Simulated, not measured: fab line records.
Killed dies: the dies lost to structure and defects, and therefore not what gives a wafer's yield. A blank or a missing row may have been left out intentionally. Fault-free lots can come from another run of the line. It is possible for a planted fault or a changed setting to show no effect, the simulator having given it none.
fab line records    flow sky130
record lots=5  wafers=23
route steps=708 shown METAL2@495 VIA2@513 METAL3@534 CAPM@544 VIA3@593 METAL4@600
startH: hours from the record's first day to the start of the lot's first wafer shown    waitH: hours from the lot's prior step to this one    " as in the row above    L1.1+2: a row that stands for several wafers    - no value present, or no start provided    * or withheld: withheld    < > ~ a bound
route shown NAME@n: names a module that has steps shown in the file, with the first one's number in the route    usual: average and standard deviation across the fault-free wafers    same: alike in all rows    chamber/n: place in a boat    sites: readings site by site    _std_site: the values' standard deviation    _edge_site: outer sites' mean less inner sites'    radiusMm: how far each site lies from the wafer's centre    mask NAME#n: copy n    behind: the most recent tool/chamber to have shaped the wafer    hold: cause of the lot's hold/its duration in hours/its outcome    device: transistor that didn't switch, given as n, p or np    end of line: the tests these same wafers got at the end of their route    where a step has no rows: the recipe by itself    killed: the dies lost at the first sort to structure and to defects; this is not the yield of the wafer    map: dies across one wafer; x = killed, . = not, _ = none there
set.NAME: the setting the step ran with; set.NAME@STEP: the setting that earlier step ran with    model.NAME: the simulator's own value behind a step, which no gauge read
lots whose settings were changed on purpose; a table a step, a row a wafer
## steps
# step SKY_METAL2_EXPOSE_12
# recipe maskId=MM2  na=0.8  sourceShape=annular  sigmaInner=0.55  sigmaOuter=0.85  targetCdNm=140  doseMj=28
lot.wafer       tool           chamber  startH  waitH  mask   set.doseMj
L077.2+3+5      krfScanner-01  0        -       -      MM2#0  28
L080.1+2+3+5+6  krfScanner-01  0        -       -      MM2#0  28
L081.1+3+5      krfScanner-01  0        -       -      MM2#0  29.98
L081.2+4        "              0        "       "      MM2#0  28
L082.2+4+6      krfScanner-02  0        -       -      MM2#0  28
L082.3+5        "              0        "       "      MM2#0  27.29
L084.1+2        krfScanner-01  0        -       -      MM2#0  29.56
L084.4+5+6      "              0        "       "      MM2#0  28
# step SKY_METAL2_PEB_13
# recipe pebTempC=withheld  pebTimeS=withheld  resist=KrF-thick
# step SKY_METAL2_DEVELOP_14
# recipe developTimeS=60  resist=KrF-thick  devTempC=21
# step SKY_METAL2_CD_MEAS_15
# recipe targetCdNm=140
# usual cdNm=139.9/1.3
lot.wafer  tool      chamber  startH  waitH  set.doseMj@METAL2_EXPOSE_12  cdNm
L077.2     cdSem-02  -        863.86  -      28                           138.9
L077.3     "         -        "       "      28                           138.4
L077.5     "         -        "       "      28                           138.5
L080.1     cdSem-02  -        886.30  -      28                           139.0
L080.2     "         -        "       "      28                           140.1
L080.3     "         -        "       "      28                           138.7
L080.5     "         -        "       "      28                           137.4
L080.6     "         -        "       "      28                           139.2
L081.1     cdSem-01  -        887.41  -      29.98                        125.6
L081.2     "         -        "       "      28                           140.2
L081.3     "         -        "       "      29.98                        125.8
L081.4     "         -        "       "      28                           138.4
L081.5     "         -        "       "      29.98                        126.8
L082.2     cdSem-01  -        888.78  -      28                           139.8
L082.3     "         -        "       "      27.29                        143.5
L082.4     "         -        "       "      28                           138.2
L082.5     "         -        "       "      27.29                        144.5
L082.6     "         -        "       "      28                           138.1
L084.1     cdSem-01  -        892.69  -      29.56                        129.2
L084.2     "         -        "       "      29.56                        129.5
L084.4     "         -        "       "      28                           139.1
L084.5     "         -        "       "      28                           140.4
L084.6     "         -        "       "      28                           139.7
# step SKY_METAL2_DESCUM_17
# recipe chemistry=O2  sourcePowerW=150  biasPowerW=0  pressureMtorr=10  tempC=40  timeS=8
lot.wafer  tool         chamber  startH  waitH  set.doseMj@METAL2_EXPOSE_12  model.METAL2.cdNm
L077.2     rieMetal-04  0        863.99  0.0    28                           138.8
L077.3     "            1        "       "      28                           137.8
L077.5     "            1        "       "      28                           137.9
L080.1     rieMetal-04  1        886.46  0.0    28                           138.8
L080.2     "            0        "       "      28                           140.4
L080.3     "            1        "       "      28                           138.5
L080.5     "            1        "       "      28                           137.2
L080.6     "            0        "       "      28                           140.2
L081.1     rieMetal-01  0        887.56  0.0    29.98                        125.2
L081.2     "            1        "       "      28                           139.6
L081.3     "            1        "       "      29.98                        125.3
L081.4     "            0        "       "      28                           138.3
L081.5     "            1        "       "      29.98                        126.3
L082.2     rieMetal-04  0        888.91  0.0    28                           140.6
L082.3     "            0        "       "      27.29                        143.6
L082.4     "            1        "       "      28                           138.4
L082.5     "            1        "       "      27.29                        144
L082.6     "            0        "       "      28                           138.5
L084.1     rieMetal-03  0        892.84  0.0    29.56                        129.4
L084.2     "            1        "       "      29.56                        129.1
L084.4     "            0        "       "      28                           139.3
L084.5     "            0        "       "      28                           140.6
L084.6     "            1        "       "      28                           139.2
# step SKY_METAL2_ETCH_18
# recipe chemistry=N2/H2  target=BARC  ionEnergyEv=200  biasW=100  pressureMtorr=30  n2FlowSccm=100  h2FlowSccm=200  icpW=500  stopOn=SiO2  timeS=45.9  targetDepthA=600
# step SKY_METAL2_METAL_ETCH_19
# recipe targetDepthA=3600  stopOn=SiO2  overEtchFrac=0.3  timeS=78  chemistry=Cl2/BCl3  resistSidewallDeg=88  pressureMtorr=10  icpW=900  biasW=48.5  Cl2_flow_sccm=60  bcl3FlowSccm=30
lot.wafer  tool         chamber  startH  waitH  set.resistThkNm@METAL2_COAT_10  set.doseMj@METAL2_EXPOSE_12  model.KrF-thick_of_METAL2_COAT_10.thkNm  model.METAL2.cdNm
L077.2     rieMetal-04  0        864.09  0.0    450                             28                           161.6                                    138.7
L077.3     "            1        "       "      450                             28                           157.7                                    139.4
L077.5     "            1        "       "      450                             28                           156.7                                    139.1
L080.1     rieMetal-04  1        886.55  0.0    450                             28                           153.8                                    139.7
L080.2     "            0        "       "      450                             28                           155.2                                    140.2
L080.3     "            1        "       "      424.5                           28                           129.8                                    139.9
L080.5     "            1        "       "      424.5                           28                           131.2                                    137.9
L080.6     "            0        "       "      450                             28                           155                                      140.1
L081.1     rieMetal-01  0        887.66  0.0    450                             29.98                        153.2                                    126.2
L081.2     "            1        "       "      450                             28                           150                                      143.5
L081.3     "            1        "       "      450                             29.98                        151.9                                    130.4
L081.4     "            0        "       "      464.9                           28                           168.7                                    139.6
L081.5     "            1        "       "      464.9                           29.98                        167.2                                    130.3
L082.2     rieMetal-04  0        889.01  0.0    450                             28                           154.2                                    138.7
L082.3     "            0        "       "      427.3                           27.29                        134.2                                    142.4
L082.4     "            1        "       "      450                             28                           155.1                                    139.2
L082.5     "            1        "       "      450                             27.29                        157.5                                    144.4
L082.6     "            0        "       "      427.3                           28                           136.8                                    137.6
L084.1     rieMetal-03  0        892.94  0.0    429.3                           29.56                        143.8                                    129.5
L084.2     "            1        "       "      450                             29.56                        153.6                                    129.2
L084.4     "            0        "       "      450                             28                           163                                      139.8
L084.5     "            0        "       "      429.3                           28                           142.5                                    139.2
L084.6     "            1        "       "      429.3                           28                           131.2                                    139.4
# step SKY_METAL2_STRIP_20
# recipe chemistry=O2/N2  powerW=1400  pressureMtorr=1500  platenTempC=withheld  o2FlowSccm=3000  n2FlowSccm=300  overashFraction=0.5
# usual stripTimeToEndpointS=2.69/0.048
lot.wafer  tool            chamber  startH  waitH  set.resistThkNm@METAL2_COAT_10  stripTimeToEndpointS
L077.2     plasmaAsher-03  1        864.18  0.1    450                             2.73
L077.3     "               1        "       "      450                             2.68
L077.5     "               0        "       "      450                             2.67
L080.1     plasmaAsher-04  1        886.64  0.1    450                             2.63
L080.2     "               0        "       "      450                             2.66
L080.3     "               1        "       "      424.5                           2.38
L080.5     "               0        "       "      424.5                           2.40
L080.6     "               1        "       "      450                             2.65
L081.1     plasmaAsher-04  0        887.75  0.1    450                             2.64
L081.2     "               1        "       "      450                             2.59
L081.3     "               0        "       "      450                             2.62
L081.4     "               1        "       "      464.9                           2.80
L081.5     "               0        "       "      464.9                           2.77
L082.2     plasmaAsher-04  1        889.10  0.1    450                             2.63
L082.3     "               0        "       "      427.3                           2.42
L082.4     "               1        "       "      450                             2.65
L082.5     "               0        "       "      450                             2.67
L082.6     "               1        "       "      427.3                           2.46
L084.1     plasmaAsher-03  0        893.03  0.1    429.3                           2.54
L084.2     "               1        "       "      450                             2.63
L084.4     "               0        "       "      450                             2.75
L084.5     "               1        "       "      429.3                           2.53
L084.6     "               0        "       "      429.3                           2.39
# step SKY_VIA2_COAT_06
# recipe resist=BARC  tempC=withheld  timeS=withheld  spinRpm=3000  resistThkNm=60
lot.wafer   tool           chamber  startH  waitH  set.resistThkNm
L077.2+3+5  lithoTrack-02  0        878.81  0.1    60
L080.1+5+6  lithoTrack-04  0        899.16  0.1    60
L080.2+3    "              0        "       "      57.77
L081.1+4+5  lithoTrack-04  0        901.06  0.1    62.15
L081.2+3    "              0        "       "      60
L082.2+3+6  lithoTrack-01  0        902.26  0.1    60
L082.4+5    "              0        "       "      56.83
L084.1+6    lithoTrack-04  0        907.11  0.1    60
L084.2+4+5  "              0        "       "      61.91
# step SKY_VIA2_ETCH_14
# recipe chemistry=N2/H2  target=BARC  ionEnergyEv=200  sourceW=500  biasW=100  pressureMtorr=30  n2FlowSccm=100  h2FlowSccm=200  stopOn=SiO2  timeS=45.9  targetDepthA=600
lot.wafer  tool        chamber  startH  waitH  set.ionEnergyEv  set.resistThkNm@VIA2_COAT_06  model.etch.depthNm
L077.2     rieDiel-03  1        891.69  0.0    200              60                            60.05
L077.3     "           2        "       "      200              60                            60.02
L077.5     "           0        "       "      200              60                            59.9
L080.1+5   rieDiel-02  2,3      912.74  0.0    208.8            60                            -
L080.2     "           0        "       "      200              57.77                         -
L080.3     "           3        "       "      208.8            57.77                         57.73
L080.6     "           0        "       "      200              60                            -
L081.1+4   rieDiel-04  3,1      914.56  0.0    176.3            62.15                         -
L081.2     "           2        "       "      200              60                            -
L081.3     "           0        "       "      200              60                            60.03
L081.5     "           3        "       "      200              62.15                         -
L082.2     rieDiel-02  2        915.09  0.0    223.9            60                            59.99
L082.3     "           1        "       "      200              60                            -
L082.4     "           3        "       "      200              56.83                         -
L082.5     "           0        "       "      200              56.83                         57.05
L082.6     "           3        "       "      223.9            60                            60.02
L084.1     rieDiel-02  1        919.21  0.0    200              60                            -
L084.2     "           0        "       "      200              61.91                         -
L084.4     "           2        "       "      200              61.91                         61.8
L084.5     "           2        "       "      200              61.91                         61.77
L084.6     "           3        "       "      200              60                            59.74
# step SKY_VIA2_CVD_21
# recipe material=W  targetThkNm=420  timeS=126.4  tempC=400  pressureTorr=40
lot.wafer  tool     chamber  startH  waitH  set.tempC  model.W_of_VIA2_CVD_21.thkNm
L077.2     cvdW-02  1        892.45  0.0    400        418.9
L077.3     "        1        "       "      400        415.5
L077.5     "        0        "       "      400        421
L080.1     cvdW-02  1        913.68  0.0    400        413.6
L080.2     "        0        "       "      395.4      382.2
L080.3     "        1        "       "      400        419.4
L080.5     "        1        "       "      395.4      389.7
L080.6     "        0        "       "      400        414.3
L081.1     cvdW-02  0        915.79  0.0    400        419
L081.2     "        1        "       "      400        424.1
L081.3     "        1        "       "      392.9      366.9
L081.4     "        0        "       "      400        416.9
L081.5     "        0        "       "      392.9      360.8
L082.2     cvdW-02  0        916.06  0.0    400        418.6
L082.3     "        1        "       "      400        422.5
L082.4     "        0        "       "      408.9      492.1
L082.5     "        0        "       "      400        423.9
L082.6     "        1        "       "      408.9      497.4
L084.1     cvdW-02  0        920.06  0.0    400        417.7
L084.2     "        1        "       "      389.2      346.2
L084.4     "        0        "       "      400        416.5
L084.5     "        1        "       "      389.2      346.3
L084.6     "        0        "       "      389.2      339.6
# step SKY_VIA2_RS_MEAS_22
# recipe thkMeasGauge=four-point-probe  reads=W_of_VIA2_CVD_21+TiN_of_VIA2_SPUTTER_20
# usual VIA2_W_RS=0.273/0.0031
lot.wafer  tool          chamber  startH  waitH  set.tempC@VIA2_CVD_21  VIA2_W_RS[ohm/sq]
L077.2     filmMetro-04  -        892.60  0.1    400                    0.273
L077.3     "             -        "       "      400                    0.275
L077.5     "             -        "       "      400                    0.272
L080.1     filmMetro-03  -        913.81  0.1    400                    0.277
L080.2     "             -        "       "      395.4                  0.300
L080.3     "             -        "       "      400                    0.274
L080.5     "             -        "       "      395.4                  0.295
L080.6     "             -        "       "      400                    0.276
L081.1     filmMetro-03  -        915.92  0.1    400                    0.274
L081.2     "             -        "       "      400                    0.270
L081.3     "             -        "       "      392.9                  0.313
L081.4     "             -        "       "      400                    0.275
L081.5     "             -        "       "      392.9                  0.318
L082.2     filmMetro-01  -        916.21  0.1    400                    0.274
L082.3     "             -        "       "      400                    0.271
L082.4     "             -        "       "      408.9                  0.233
L082.5     "             -        "       "      400                    0.271
L082.6     "             -        "       "      408.9                  0.230
L084.1     filmMetro-04  -        920.19  0.1    400                    0.275
L084.2     "             -        "       "      389.2                  0.332
L084.4     "             -        "       "      400                    0.276
L084.5     "             -        "       "      389.2                  0.332
L084.6     "             -        "       "      389.2                  0.338
# step SKY_VIA2_THK_MEAS_23
# recipe thkMeasGauge=xrf  reads=W_of_VIA2_CVD_21
# usual VIA2_W_THK=410/7
lot.wafer  tool          chamber  startH  waitH  set.tempC@VIA2_CVD_21  VIA2_W_THK[nm]
L077.2     filmMetro-04  -        892.71  0.1    400                    404
L077.3     "             -        "       "      400                    401
L077.5     "             -        "       "      400                    406
L080.1     filmMetro-03  -        913.93  0.1    400                    403
L080.2     "             -        "       "      395.4                  372
L080.3     "             -        "       "      400                    409
L080.5     "             -        "       "      395.4                  377
L080.6     "             -        "       "      400                    402
L081.1     filmMetro-03  -        916.04  0.1    400                    405
L081.2     "             -        "       "      400                    411
L081.3     "             -        "       "      392.9                  358
L081.4     "             -        "       "      400                    403
L081.5     "             -        "       "      392.9                  351
L082.2     filmMetro-01  -        916.32  0.1    400                    415
L082.3     "             -        "       "      400                    418
L082.4     "             -        "       "      408.9                  484
L082.5     "             -        "       "      400                    419
L082.6     "             -        "       "      408.9                  492
L084.1     filmMetro-04  -        920.31  0.1    400                    411
L084.2     "             -        "       "      389.2                  341
L084.4     "             -        "       "      400                    410
L084.5     "             -        "       "      389.2                  342
L084.6     "             -        "       "      389.2                  335
# step SKY_METAL3_SPUTTER_02
# recipe material=AlCu  targetThkNm=735  powerW=10600  timeS=39.1  chamberPressurePa=0.4
lot.wafer  tool           chamber  startH  waitH  set.chamberPressurePa  model.AlCu_of_METAL3_SPUTTER_02.thkNm
L077.2     pvdSputter-01  -        893.11  0.0    0.4                    738.7
L077.3     "              -        "       "      0.4                    738.9
L077.5     "              -        "       "      0.4                    731.4
L080.1     pvdSputter-02  -        914.33  0.0    0.3515                 761.8
L080.2     "              -        "       "      0.3515                 772.6
L080.3     "              -        "       "      0.3515                 765.6
L080.5     "              -        "       "      0.3515                 760.9
L080.6     "              -        "       "      0.3515                 768.6
L081.1     pvdSputter-04  -        916.62  0.0    0.4                    730.7
L081.2     "              -        "       "      0.4                    726.9
L081.3     "              -        "       "      0.4                    729.5
L081.4     "              -        "       "      0.4                    722.5
L081.5     "              -        "       "      0.4                    725
L082.2     pvdSputter-01  -        916.83  0.0    0.3576                 750.1
L082.3     "              -        "       "      0.3576                 758.5
L082.4     "              -        "       "      0.3576                 748.5
L082.5     "              -        "       "      0.3576                 748.6
L082.6     "              -        "       "      0.3576                 750.2
L084.1     pvdSputter-02  -        920.72  0.0    0.385                  742
L084.2     "              -        "       "      0.385                  743.5
L084.4     "              -        "       "      0.385                  747.6
L084.5     "              -        "       "      0.385                  745.6
L084.6     "              -        "       "      0.385                  748.3
# step SKY_CAPM_COAT_07
# recipe resist=NOVOLAK  spinRpm=3000  resistThkNm=1140
lot.wafer   tool           chamber  startH  waitH  set.resistThkNm  model.NOVOLAK_of_CAPM_COAT_07.thkNm
L077.2+3+5  lithoTrack-02  0        906.16  0.1    1140             1142
L080.1      lithoTrack-03  0        926.03  0.1    1168             1171
L080.2+6    "              0        "       "      1140             1145
L080.3      "              0        "       "      1140             1147
L080.5      "              0        "       "      1168             1172
L081.1      lithoTrack-03  0        928.58  0.1    1140             1139
L081.2+4    "              0        "       "      1079             1079
L081.3      "              0        "       "      1079             1078
L081.5      "              0        "       "      1140             1143
L082.2+6    lithoTrack-01  0        929.06  0.1    1113             1113
L082.3      "              0        "       "      1140             1140
L082.4      "              0        "       "      1113             1116
L082.5      "              0        "       "      1140             1139
L084.1      lithoTrack-02  0        933.38  0.1    1116             1109
L084.2      "              0        "       "      1116             1114
L084.4      "              0        "       "      1116             1110
L084.5      "              0        "       "      1140             1136
L084.6      "              0        "       "      1140             1138
# step SKY_CAPM_SOFTBAKE_08
# recipe tempC=90  timeS=60  resist=NOVOLAK
# step SKY_CAPM_EXPOSE_09
# recipe maskId=CAPM  na=0.6  sourceShape=conventional  sigmaOuter=0.6  polarization=unpolarized  targetCdNm=1000  doseMj=159
# step SKY_CAPM_METAL_ETCH_13
# recipe targetDepthNm=220  stopOn=SiO2  chemistry=Cl2/BCl3  target=TiN  pressureMtorr=10  icpW=900  biasW=48.5  Cl2_flow_sccm=60  bcl3FlowSccm=30  timeS=62.9
# step SKY_CAPM_STRIP_14
# recipe chemistry=O2/N2  powerW=1400  pressureMtorr=1500  platenTempC=withheld  o2FlowSccm=3000  n2FlowSccm=300  overashFraction=0.5
# usual stripTimeToEndpointS=12.65/0.05
lot.wafer  tool            chamber  startH  waitH  set.resistThkNm@CAPM_COAT_07  stripTimeToEndpointS
L077.2     plasmaAsher-01  0        918.55  0.1    1140                          12.65
L077.3     "               1        "       "      1140                          12.64
L077.5     "               0        "       "      1140                          12.67
L080.1     plasmaAsher-02  1        939.22  0.1    1168                          12.98
L080.2     "               0        "       "      1140                          12.73
L080.3     "               1        "       "      1140                          12.74
L080.5     "               1        "       "      1168                          12.98
L080.6     "               0        "       "      1140                          12.73
L081.1     plasmaAsher-01  1        941.19  0.1    1140                          12.64
L081.2     "               0        "       "      1079                          11.93
L081.3     "               1        "       "      1079                          11.96
L081.4     "               0        "       "      1079                          11.91
L081.5     "               1        "       "      1140                          12.68
L082.2     plasmaAsher-02  0        941.49  0.1    1113                          12.28
L082.3     "               1        "       "      1140                          12.63
L082.4     "               0        "       "      1113                          12.34
L082.5     "               0        "       "      1140                          12.60
L082.6     "               1        "       "      1113                          12.29
L084.1     plasmaAsher-03  0        944.79  0.1    1116                          12.28
L084.2     "               1        "       "      1116                          12.31
L084.4     "               1        "       "      1116                          12.29
L084.5     "               0        "       "      1140                          12.58
L084.6     "               1        "       "      1140                          12.60
# step SKY_METAL3_ETCH_16
# recipe chemistry=N2/H2  target=BARC  ionEnergyEv=200  biasW=100  pressureMtorr=30  n2FlowSccm=100  h2FlowSccm=200  icpW=500  stopOn=SiO2  timeS=88.2  targetDepthA=600
lot.wafer  tool         chamber  startH  waitH  set.timeS  model.KrF-thick_of_METAL3_COAT_08.thkNm
L077.2     rieMetal-02  0        943.89  0.0    88.2       1074
L077.3+5   "            0,1      "       "      88.2       1072
L080.1     rieMetal-02  0        963.91  0.0    88.2       1075
L080.2     "            1        "       "      94.03      1074
L080.3     "            0        "       "      94.03      1077
L080.5     "            0        "       "      94.03      1073
L080.6     "            1        "       "      88.2       1079
L081.1     rieMetal-02  1        966.04  0.0    88.2       1074
L081.2     "            0        "       "      75.1       1079
L081.3+5   "            0        "       "      88.2       1073
L081.4     "            1        "       "      75.1       1083
L082.2     rieMetal-03  0        966.07  0.0    101        1072
L082.3+6   "            1,0      "       "      88.2       1080
L082.4     "            0        "       "      101        1070
L082.5     "            1        "       "      88.2       1081
L084.1     rieMetal-02  0        969.59  0.0    88.2       1076
L084.2     "            1        "       "      88.2       1082
L084.4     "            0        "       "      88.2       1080
L084.5     "            1        "       "      88.2       1079
L084.6     "            0        "       "      88.2       1081
# step SKY_VIA3_SPUTTER_20
# recipe material=TiN  targetThkNm=20  chamberPressurePa=5  powerW=4000  timeS=80
lot.wafer  tool           chamber  startH  waitH  set.powerW  model.TiN_of_VIA3_SPUTTER_20.thkNm
L077.2     pvdSputter-01  -        970.59  0.0    4000        19.82
L077.3     "              -        "       "      4000        20.05
L077.5     "              -        "       "      4000        19.91
L080.1     pvdSputter-02  -        989.67  0.0    4426        21.94
L080.2     "              -        "       "      4000        19.4
L080.3     "              -        "       "      4000        19.69
L080.5     "              -        "       "      4426        21.54
L080.6     "              -        "       "      4000        19.73
L082.2     pvdSputter-03  -        991.42  0.0    4000        19.72
L082.3     "              -        "       "      4000        19.76
L082.4     "              -        "       "      4356        21.45
L082.5     "              -        "       "      4356        21.31
L082.6     "              -        "       "      4000        19.75
L081.1     pvdSputter-02  -        992.08  0.0    3822        19.28
L081.2     "              -        "       "      3822        18.95
L081.3     "              -        "       "      4000        20.2
L081.4     "              -        "       "      4000        20.04
L081.5     "              -        "       "      4000        20.15
L084.1     pvdSputter-03  -        995.04  0.0    4000        19.14
L084.2     "              -        "       "      4000        19.35
L084.4     "              -        "       "      4000        19.51
L084.5     "              -        "       "      4000        19.45
L084.6     "              -        "       "      4000        19.24
# step SKY_METAL4_SPUTTER_02
# recipe material=AlCu  targetThkNm=735  powerW=10600  timeS=39.1  chamberPressurePa=0.4
lot.wafer  tool           chamber  startH  waitH  set.powerW  model.AlCu_of_METAL4_SPUTTER_02.thkNm
L077.2     pvdSputter-03  -        971.30  0.0    10600       737.4
L077.3     "              -        "       "      10600       734.6
L077.5     "              -        "       "      10600       738.6
L080.1     pvdSputter-04  -        990.51  0.0    11220       770
L080.2     "              -        "       "      10600       721.5
L080.3     "              -        "       "      10600       737.6
L080.5     "              -        "       "      11220       761.1
L080.6     "              -        "       "      11220       766
L082.2     pvdSputter-04  -        992.13  0.0    10600       729.4
L082.3     "              -        "       "      9361        642.2
L082.4     "              -        "       "      9361        647
L082.5     "              -        "       "      10600       723.3
L082.6     "              -        "       "      10600       721.3
L081.1     pvdSputter-01  -        993.14  0.0    11790       822
L081.2     "              -        "       "      10600       733.5
L081.3     "              -        "       "      10600       738.8
L081.4     "              -        "       "      11790       822.5
L081.5     "              -        "       "      11790       810.7
L084.1     pvdSputter-01  -        995.76  0.0    9831        674.7
L084.2     "              -        "       "      9831        670.1
L084.4     "              -        "       "      10600       727.7
L084.5     "              -        "       "      10600       735.2
L084.6     "              -        "       "      10600       721.5
## key
split step=SKY_METAL2_EXPOSE_12  setting=doseMj  stated=28  by=wafer
response step=SKY_METAL2_CD_MEAS_15  reading=cdNm  change=-1.89  per=1%  r=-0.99
response step=SKY_METAL2_DESCUM_17  reading=model.METAL2.cdNm  change=-1.88  per=1%  r=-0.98
response step=SKY_METAL2_METAL_ETCH_19  reading=model.METAL2.cdNm  change=-1.8  per=1%  r=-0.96
split step=SKY_VIA2_COAT_06  setting=resistThkNm  stated=60  by=wafer
response step=SKY_VIA2_ETCH_14  reading=model.etch.depthNm  change=+0.58  per=1%  r=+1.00
split step=SKY_VIA2_ETCH_14  setting=ionEnergyEv  stated=200  by=wafer
response none clear
split step=SKY_VIA2_CVD_21  setting=tempC  stated=400  by=wafer
response step=SKY_VIA2_CVD_21  reading=model.W_of_VIA2_CVD_21.thkNm  change=+29.5  per=1%  r=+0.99
response step=SKY_VIA2_RS_MEAS_22  reading=VIA2_W_RS  change=-0.0208  per=1%  r=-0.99
response step=SKY_VIA2_THK_MEAS_23  reading=VIA2_W_THK  change=+28.5  per=1%  r=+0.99
split step=SKY_METAL3_SPUTTER_02  setting=chamberPressurePa  stated=0.4  by=lot
response step=SKY_METAL3_SPUTTER_02  reading=model.AlCu_of_METAL3_SPUTTER_02.thkNm  change=-2.45  per=1%  r=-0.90
split step=SKY_CAPM_COAT_07  setting=resistThkNm  stated=1140  by=wafer
response step=SKY_CAPM_COAT_07  reading=model.NOVOLAK_of_CAPM_COAT_07.thkNm  change=+11.5  per=1%  r=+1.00
response step=SKY_CAPM_STRIP_14  reading=stripTimeToEndpointS  change=*  per=1%  r=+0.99
split step=SKY_METAL3_ETCH_16  setting=timeS  stated=88.2  by=wafer
response step=SKY_METAL3_ETCH_16  reading=model.KrF-thick_of_METAL3_COAT_08.thkNm  change=-0.532  per=1%  r=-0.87
split step=SKY_VIA3_SPUTTER_20  setting=powerW  stated=4000  by=wafer
response step=SKY_VIA3_SPUTTER_20  reading=model.TiN_of_VIA3_SPUTTER_20.thkNm  change=+0.197  per=1%  r=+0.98
split step=SKY_METAL4_SPUTTER_02  setting=powerW  stated=10600  by=wafer
response step=SKY_METAL4_SPUTTER_02  reading=model.AlCu_of_METAL4_SPUTTER_02.thkNm  change=+7.08  per=1%  r=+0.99
split outsideThisFile step=SKY_METAL2_COAT_10 setting=resistThkNm
# split outsideThisFile: this setting was split too, and the file shows its column; the key of that split is in another file
